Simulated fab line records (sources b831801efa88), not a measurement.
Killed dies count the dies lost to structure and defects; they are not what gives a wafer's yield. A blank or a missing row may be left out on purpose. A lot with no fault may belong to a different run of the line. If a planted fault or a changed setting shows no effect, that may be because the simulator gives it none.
Check of tool commonality + flow sky130 + 14 lots and 42 wafers in the sample

THE REASON FOR OPENING IT
At SKY_VT_ADJUST_PCH_TW_MEAS_10 the reading VT_ADJUST_PCH_TW is flagged on 2 of 14 lots. Fault-free wafers read 143.2, with a standard deviation of 0.72.
Rule: a lot is flagged when every wafer of it that has a number lies more than 4 standard deviations from that mean, or none has a number. The other lots count as sound.

| lot  | measured     | on            | VT_ADJUST_PCH_TW, wafer by wafer | flag    |
|------|--------------|---------------|----------------------------------|---------|
| L221 | day 10 07:32 | film_metro-03 | 143.9 142.7 143.5                |         |
| L222 | day 10 14:10 | film_metro-01 | 142.6 142.8 142.5                |         |
| L223 | day 11 00:25 | film_metro-04 | 142.4 143.9 141.8                |         |
| L224 | day 11 10:55 | film_metro-03 | 142.8 143.5 143.4                |         |
| L228 | day 12 15:44 | film_metro-03 | 30.1 30.1 30.1                   | FLAGGED |
| L229 | day 13 00:58 | film_metro-01 | 30.2 30.3 30.2                   | FLAGGED |
| L236 | day 15 05:22 | film_metro-03 | 142.6 143.1 142.9                |         |
| L235 | day 15 05:41 | film_metro-01 | 145.5 144.0 144.3                |         |
| L237 | day 15 14:52 | film_metro-04 | 142.5 143.0 142.4                |         |
| L238 | day 15 17:07 | film_metro-01 | 143.7 144.7 143.7                |         |
| L239 | day 16 06:48 | film_metro-03 | 142.5 143.1 143.4                |         |
| L240 | day 16 14:01 | film_metro-03 | 144.4 143.7 142.8                |         |
| L241 | day 16 20:47 | film_metro-01 | 144.3 144.6 144.2                |         |
| L242 | day 17 02:58 | film_metro-04 | 143.5 143.3 143.2                |         |
On average the flagged lots read 30.2, which is -113.0 against the usual, or -99 or more standard deviations.

WHICH TOOL EACH LOT WENT THROUGH
3 process steps preceding the reading are held in the record, out of 708 steps in the route. Every cell lists first the tool, next ch and the chambers used by the sampled wafers, and last the start.
| lot  | flag    | SKY_NWELL_RTA_28                 | SKY_VT_ADJUST_HVTR_STRIP_10          | SKY_VT_ADJUST_PCH_STRIP_09           |
|------|---------|----------------------------------|--------------------------------------|--------------------------------------|
| L221 |         | rtp_anneal-01 ch 0, day 5 06:55  | plasma_asher-04 ch 0,1, day 9 09:43  | plasma_asher-02 ch 0,1, day 10 07:27 |
| L222 |         | rtp_anneal-01 ch 0, day 5 13:02  | plasma_asher-04 ch 1, day 9 15:10    | plasma_asher-03 ch 0,1, day 10 14:04 |
| L223 |         | rtp_anneal-02 ch 0, day 5 19:44  | plasma_asher-03 ch 1, day 10 01:18   | plasma_asher-01 ch 0,1, day 11 00:19 |
| L224 |         | rtp_anneal-02 ch 0, day 6 05:23  | plasma_asher-04 ch 0,1, day 10 11:20 | plasma_asher-01 ch 0,1, day 11 10:49 |
| L228 | FLAGGED | rtp_anneal-01 ch 0, day 7 05:11  | plasma_asher-03 ch 0, day 11 14:19   | plasma_asher-01 ch 0,1, day 12 15:38 |
| L229 | FLAGGED | rtp_anneal-02 ch 0, day 7 11:05  | plasma_asher-04 ch 0,1, day 11 23:30 | plasma_asher-02 ch 0,1, day 13 00:52 |
| L236 |         | rtp_anneal-02 ch 0, day 9 02:35  | plasma_asher-04 ch 1, day 14 01:56   | plasma_asher-02 ch 0, day 15 05:16   |
| L235 |         | rtp_anneal-01 ch 0, day 9 04:02  | plasma_asher-02 ch 0,1, day 14 02:04 | plasma_asher-01 ch 0,1, day 15 05:35 |
| L237 |         | rtp_anneal-02 ch 0, day 9 09:28  | plasma_asher-03 ch 0,1, day 14 11:02 | plasma_asher-02 ch 0,1, day 15 14:46 |
| L238 |         | rtp_anneal-01 ch 0, day 9 11:44  | plasma_asher-02 ch 0,1, day 14 14:09 | plasma_asher-03 ch 0,1, day 15 17:01 |
| L239 |         | rtp_anneal-02 ch 0, day 9 21:50  | plasma_asher-02 ch 0,1, day 15 02:29 | plasma_asher-01 ch 0,1, day 16 06:41 |
| L240 |         | rtp_anneal-01 ch 0, day 10 03:38 | plasma_asher-02 ch 0,1, day 15 09:23 | plasma_asher-03 ch 0,1, day 16 13:55 |
| L241 |         | rtp_anneal-02 ch 0, day 10 08:26 | plasma_asher-02 ch 0,1, day 15 16:28 | plasma_asher-02 ch 0,1, day 16 20:41 |
| L242 |         | rtp_anneal-02 ch 0, day 10 13:37 | plasma_asher-03 ch 0,1, day 15 21:36 | plasma_asher-02 ch 0,1, day 17 02:52 |
These steps, and what they do:
- SKY_NWELL_RTA_28: time 30 s.
- SKY_VT_ADJUST_HVTR_STRIP_10: strips in O2/N2.
- SKY_VT_ADJUST_PCH_STRIP_09: strips in O2/N2.
- SKY_VT_ADJUST_PCH_TW_MEAS_10

FLAGGED OVER TOTAL, TOOL BY TOOL (the gauges that took the reading come last)
| step                         | tool            | lots run | flagged | share of the flagged lots | sound lots run after its first flagged lot |
|------------------------------|-----------------|----------|---------|---------------------------|--------------------------------------------|
| SKY_NWELL_RTA_28             | rtp_anneal-01   | 6        | 1       | some                      | 3 (L235,L238,L240)                         |
| SKY_NWELL_RTA_28             | rtp_anneal-02   | 8        | 1       | some                      | 5 (L236,L237,L239,L241,L242)               |
| SKY_VT_ADJUST_HVTR_STRIP_10  | plasma_asher-02 | 5        | 0       | none                      | -                                          |
| SKY_VT_ADJUST_HVTR_STRIP_10  | plasma_asher-03 | 4        | 1       | some                      | 2 (L237,L242)                              |
| SKY_VT_ADJUST_HVTR_STRIP_10  | plasma_asher-04 | 5        | 1       | some                      | 1 (L236)                                   |
| SKY_VT_ADJUST_PCH_STRIP_09   | plasma_asher-01 | 5        | 1       | some                      | 2 (L235,L239)                              |
| SKY_VT_ADJUST_PCH_STRIP_09   | plasma_asher-02 | 6        | 1       | some                      | 4 (L236,L237,L241,L242)                    |
| SKY_VT_ADJUST_PCH_STRIP_09   | plasma_asher-03 | 3        | 0       | none                      | -                                          |
| SKY_VT_ADJUST_PCH_TW_MEAS_10 | film_metro-01   | 5        | 1       | some                      | 3 (L235,L238,L241)                         |
| SKY_VT_ADJUST_PCH_TW_MEAS_10 | film_metro-03   | 6        | 1       | some                      | 3 (L236,L239,L240)                         |
| SKY_VT_ADJUST_PCH_TW_MEAS_10 | film_metro-04   | 3        | 0       | none                      | -                                          |

THE TABLE: WHAT IT ALLOWS
No row of the table ran every flagged lot.

WHAT WAS PUT IN BY THE SIMULATOR
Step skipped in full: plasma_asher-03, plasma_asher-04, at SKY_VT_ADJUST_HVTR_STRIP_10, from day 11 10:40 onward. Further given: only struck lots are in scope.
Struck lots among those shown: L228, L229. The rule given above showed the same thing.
